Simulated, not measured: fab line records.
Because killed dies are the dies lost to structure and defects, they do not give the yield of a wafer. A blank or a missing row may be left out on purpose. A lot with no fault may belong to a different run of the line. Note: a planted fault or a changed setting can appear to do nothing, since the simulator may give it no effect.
Comparing a struck lot with a sound one	flow sky130	15 steps out of a route of 708
Sound: the wafers L277.1, L277.2, L277.3. Wafers struck: L286.2, L286.3, L286.6. The cause is given at the end.
Order at every step that has rows: each side's tool, ch and its chambers, its first start. Under that, the readings that differ: sound wafers	struck wafers	difference of the means	sigmas: that difference in standard deviations of wafers without a fault.
alike: a reading whose means differ by less than 2 such deviations, as well as words and numbers matching on both sides. not compared: withheld readings; readings where some wafer has no value; bounds like >300 that might hide an equal value; numbers whose values overlap and for which the record gives no deviation.
A row with sigmas, a row that says differs or no value, or rows on one side alone: a step with any of these is where the two part. When numbers do not overlap yet have no deviation, they are printed without sigmas and do not part them. Lack of a reading on every wafer of one side parts them only where that side has two or more wafers.

first, 3 steps without rows for these wafers: SKY_LDD_N_EXPOSE_04 (exposes mask NTM, target cd 840 nm); SKY_LDD_N_PEB_05; SKY_LDD_N_DEVELOP_06 (develop time 60 s).
SKY_LDD_N_OVL_MEAS_07:
  struck on overlay-02, day 24 05:28; sound on overlay-01, day 21 18:47
  alike: LDD_N_OVL
then, 8 steps without rows for these wafers: SKY_LDD_N_IMPLANT_08; SKY_LDD_N_IMPLANT_09; SKY_LDD_N_IMPLANT_10; SKY_LDD_N_IMPLANT_11; SKY_LDD_N_IMPLANT_12; SKY_LDD_N_IMPLANT_13; SKY_LDD_N_IMPLANT_14; SKY_LDD_N_IMPLANT_15.
SKY_LDD_N_STRIP_16: strips in O2/N2.
  sound on plasmaAsher-01 ch 0,1, day 21 20:01; struck on plasmaAsher-01 ch 0,1, day 24 06:41
reading	sound	struck	difference	sigmas
overashFraction	0.5 0.5 0.5	0.7 0.7 0.7	+0.2	
  alike: drypumpMotorCurrentA, oesProductAu, stripTimeToEndpointS
  not compared: rfHoursCounterH
SKY_LDD_N_TW_MEAS_17:
  struck on filmMetro-02, day 24 06:48; sound on filmMetro-03, day 21 20:07
reading	sound	struck	difference	sigmas
LDD_N_TW	2579 2574 2581	2559 2523 2560	-31	-2
-- the record jumps here: 26 days lie between the struck wafers' starts before and after (it left off in module LDD_N and takes up again in module PAD_OPEN, whose first step shown is number 708 of the route) --
SKY_PAD_OPEN_PROBE_99:
  struck on prober-02, day 50 01:01; sound on prober-02, day 48 14:23
  alike: killed_at_M0_to_M3, killed_at_M4_up, killedAtContacts, killedAtFrontEnd, killedAtOther, killedDies, killedOnRim, killedOpen, killedShort

== WHERE THEY PART ==
Only at SKY_LDD_N_TW_MEAS_17, as far as this record shows. Later steps at which nothing parts them and some readings are alike: SKY_PAD_OPEN_PROBE_99.

WHY: what had been put in by the simulator
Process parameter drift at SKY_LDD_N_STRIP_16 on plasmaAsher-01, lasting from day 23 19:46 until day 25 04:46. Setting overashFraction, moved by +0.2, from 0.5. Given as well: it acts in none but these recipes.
